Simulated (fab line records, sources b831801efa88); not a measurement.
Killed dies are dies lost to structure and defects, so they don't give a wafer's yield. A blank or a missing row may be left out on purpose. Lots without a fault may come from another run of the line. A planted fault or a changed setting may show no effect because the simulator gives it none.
One fault seen from 2 desks | flow gf180mcu | each desk has only its own numbers; what lay behind them comes last

THE TOOL OWNER'S DESK: lpcvd-02
The tool's own readings at GF_POLY_GATE_CVD_00 (deposits poly-Si, target thk 200 nm, time 1200 s): means of the sampled wafers that have a number, for each lot that ran on this tool. A lot is out of limits, marked OUT, if its mean lies more than 4 standard deviations from the usual mean; the brackets give that distance.
Columns: A = pressure_mtorr at GF_POLY_GATE_CVD_00, usual 200.0 mTorr
lot  | first seen here | A
L661 | day 8 18:11     | 199.6
L662 | day 8 23:32     | 200.7
L664 | day 9 14:59     | 199.5
L665 | day 9 22:14     | 199.7
L666 | day 10 04:41    | 240.5 (+86) OUT
L682 | day 14 18:35    | 200.1
L683 | day 15 02:48    | 200.2
This desk's finding: out of limits on L666; first on L666, day 10 04:41 (pressure_mtorr at GF_POLY_GATE_CVD_00). In limits: L661, L662, L664, L665, L682, L683.

THE METROLOGY DESK
What the gauges read, lot by lot, whatever tool the lot ran on: means of the sampled wafers that have a number. A lot is out of limits, marked OUT, if its mean lies more than 4 standard deviations from the usual mean; the brackets give that distance.
Columns: A = MVPSD_RS at GF_VT_IMPLANT_RS_MEAS_49, usual 1166.8 ohm/sq; B = POLY_GATE_CVD_00_THK at GF_POLY_GATE_THK_MEAS_01, usual 199.0 nm
lot  | first seen here | A      | B
L660 | day 7 19:03     | 1167.2 | 200.5
L661 | day 7 22:42     | 1166.4 | 200.2
L662 | day 8 03:25     | 1167.5 | 199.3
L664 | day 8 17:19     | 1166.6 | 199.9
L665 | day 8 22:04     | 1170.3 | 203.4
L666 | day 9 06:37     | 1170.7 | 218.1 (+9.6) OUT
L675 | day 11 18:38    | 1166.9 | 199.4
L676 | day 12 00:23    | 1168.3 | 197.1
L678 | day 12 12:35    | 1168.1 | 197.7
L680 | day 13 05:46    | 1163.1 | 197.1
L682 | day 13 16:11    | 1170.2 | 198.2
L683 | day 13 23:23    | 1163.1 | 198.8
This desk's finding: out of limits on L666; first on L666, day 10 06:43 (POLY_GATE_CVD_00_THK at GF_POLY_GATE_THK_MEAS_01). In limits: L660, L661, L662, L664, L665, L675, L676, L678, L680, L682, L683.

PUT TOGETHER
The tool owner's desk could have raised an alarm at day 10 04:41, on L666.
The metrology desk could have raised an alarm at day 10 06:43, on L666.
Of the lots named, all ran GF_POLY_GATE_CVD_00 on lpcvd-02.

WHAT THE SIMULATOR HAD PUT IN
Process parameter drift: lpcvd-02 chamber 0, from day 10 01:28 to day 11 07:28, at GF_POLY_GATE_CVD_00. Setting pressure_mtorr, moved by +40, from 200. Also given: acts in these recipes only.
Lots struck among those shown: L666.
Hours from the fault's start to each desk's first reading out of limits: the tool owner's desk, 3; the metrology desk, 5.
